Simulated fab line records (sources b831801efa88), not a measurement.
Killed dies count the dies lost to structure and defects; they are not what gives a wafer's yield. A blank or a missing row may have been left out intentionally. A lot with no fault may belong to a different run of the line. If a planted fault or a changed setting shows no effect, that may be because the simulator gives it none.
What tool caused it? / flow sky130 / 45 wafers from 15 lots sampled at 2 of the route's 708 steps

WHAT THE GAUGES READ, wafer by wafer
SKY_CONTACT_THK_MEAS_01. Usual: for CONTACT_CVD_00_THK the level is 75.0 nm and the standard deviation is 1.1.
lot=L109; measured=day 31 12:43; on=film-metro-01; CONTACT_CVD_00_THK (nm)=75.7 76.9 78.1; flag=
lot=L110; measured=day 31 16:17; on=film-metro-01; CONTACT_CVD_00_THK (nm)=74.7 76.2 76.0; flag=
lot=L118; measured=day 33 22:46; on=film-metro-01; CONTACT_CVD_00_THK (nm)=74.3 75.1 75.8; flag=
lot=L119; measured=day 34 08:32; on=film-metro-02; CONTACT_CVD_00_THK (nm)=73.5 73.7 74.7; flag=
lot=L120; measured=day 34 09:59; on=film-metro-01; CONTACT_CVD_00_THK (nm)=75.2 76.9 76.4; flag=
lot=L122; measured=day 35 17:29; on=film-metro-03; CONTACT_CVD_00_THK (nm)=73.1 75.1 74.7; flag=
lot=L123; measured=day 35 20:34; on=film-metro-03; CONTACT_CVD_00_THK (nm)=73.5 76.7 75.9; flag=
lot=L124; measured=day 36 04:26; on=film-metro-01; CONTACT_CVD_00_THK (nm)=75.2 75.7 74.7; flag=
lot=L125; measured=day 36 22:18; on=film-metro-01; CONTACT_CVD_00_THK (nm)=73.6 74.1 74.1; flag=
lot=L126; measured=day 36 22:37; on=film-metro-02; CONTACT_CVD_00_THK (nm)=75.5 74.2 74.5; flag=
lot=L130; measured=day 37 22:34; on=film-metro-03; CONTACT_CVD_00_THK (nm)=75.2 75.1 76.3; flag=
lot=L129; measured=day 38 00:09; on=film-metro-03; CONTACT_CVD_00_THK (nm)=74.3 75.8 75.1; flag=
lot=L128; measured=day 38 01:06; on=film-metro-03; CONTACT_CVD_00_THK (nm)=72.9 73.6 74.5; flag=
lot=L131; measured=day 38 05:12; on=film-metro-02; CONTACT_CVD_00_THK (nm)=76.1 76.3 75.2; flag=
lot=L132; measured=day 38 13:04; on=film-metro-03; CONTACT_CVD_00_THK (nm)=73.0 75.4 75.5; flag=

EACH LOT AND THE TOOL THAT RAN IT (in order: tool; ch and the chambers of the sampled wafers; start)
lot=L109; SKY_CONTACT_CVD_00=pecvd-03 ch 0,2, day 31 12:41
lot=L110; SKY_CONTACT_CVD_00=pecvd-03 ch 0,1,2, day 31 16:16
lot=L118; SKY_CONTACT_CVD_00=pecvd-02 ch 1,2, day 33 22:44
lot=L119; SKY_CONTACT_CVD_00=pecvd-01 ch 0,2, day 34 08:30
lot=L120; SKY_CONTACT_CVD_00=pecvd-03 ch 0,1,2, day 34 09:57
lot=L122; SKY_CONTACT_CVD_00=pecvd-01 ch 0,1, day 35 17:27
lot=L123; SKY_CONTACT_CVD_00=pecvd-02 ch 0,2, day 35 20:31
lot=L124; SKY_CONTACT_CVD_00=pecvd-02 ch 0,2, day 36 04:23
lot=L125; SKY_CONTACT_CVD_00=pecvd-01 ch 2, day 36 22:12
lot=L126; SKY_CONTACT_CVD_00=pecvd-03 ch 0,1,2, day 36 22:35
lot=L130; SKY_CONTACT_CVD_00=pecvd-03 ch 0,1, day 37 22:32
lot=L129; SKY_CONTACT_CVD_00=pecvd-01 ch 0,1, day 38 00:07
lot=L128; SKY_CONTACT_CVD_00=pecvd-02 ch 0,1,2, day 38 01:04
lot=L131; SKY_CONTACT_CVD_00=pecvd-03 ch 0,1,2, day 38 05:09
lot=L132; SKY_CONTACT_CVD_00=pecvd-01 ch 1,2, day 38 13:02
- SKY_CONTACT_CVD_00: deposits Si3N4, target thk 75 nm.

WHAT THE TOOLS THEMSELVES READ (means of the sampled wafers that have a number; where no wafer has one, the mark that the record gives instead)
SKY_CONTACT_CVD_00. Usual: heater-power-outer-w 386 W, standard deviation 74; heater-power-w 657 W, standard deviation 110.
lot=L109; tool=pecvd-03; heater-power-outer-w (W)=334; heater-power-w (W)=583; flag=
lot=L110; tool=pecvd-03; heater-power-outer-w (W)=391; heater-power-w (W)=673; flag=
lot=L118; tool=pecvd-02; heater-power-outer-w (W)=379; heater-power-w (W)=631; flag=
lot=L119; tool=pecvd-01; heater-power-outer-w (W)=433; heater-power-w (W)=701; flag=
lot=L120; tool=pecvd-03; heater-power-outer-w (W)=397; heater-power-w (W)=688; flag=
lot=L122; tool=pecvd-01; heater-power-outer-w (W)=350; heater-power-w (W)=619; flag=
lot=L123; tool=pecvd-02; heater-power-outer-w (W)=314; heater-power-w (W)=538; flag=
lot=L124; tool=pecvd-02; heater-power-outer-w (W)=354; heater-power-w (W)=588; flag=
lot=L125; tool=pecvd-01; heater-power-outer-w (W)=452; heater-power-w (W)=715; flag=
lot=L126; tool=pecvd-03; heater-power-outer-w (W)=396; heater-power-w (W)=690; flag=
lot=L130; tool=pecvd-03; heater-power-outer-w (W)=474; heater-power-w (W)=802; flag=
lot=L129; tool=pecvd-01; heater-power-outer-w (W)=387; heater-power-w (W)=674; flag=
lot=L128; tool=pecvd-02; heater-power-outer-w (W)=331; heater-power-w (W)=580; flag=
lot=L131; tool=pecvd-03; heater-power-outer-w (W)=397; heater-power-w (W)=685; flag=
lot=L132; tool=pecvd-01; heater-power-outer-w (W)=424; heater-power-w (W)=675; flag=

THE ANSWER, worked out from the rows above alone
Rule: a lot counts as off when the mean over its wafers that have a number is more than 3 standard deviations away from the usual mean. Also off: a lot with no number at a reading for which 4 or more lots have one. All remaining lots with rows at the step are treated as sound. After the gauges, taken in route order, come the tools' own readings; for these a lot's mean is taken, as printed above. The first step at which some lot is off is used, and at that step the reading that is off furthest; a lot without a number counts as furthest.
No lot is off at any reading shown: from this, nothing can be told.

WHAT WAS PUT IN BY THE SIMULATOR
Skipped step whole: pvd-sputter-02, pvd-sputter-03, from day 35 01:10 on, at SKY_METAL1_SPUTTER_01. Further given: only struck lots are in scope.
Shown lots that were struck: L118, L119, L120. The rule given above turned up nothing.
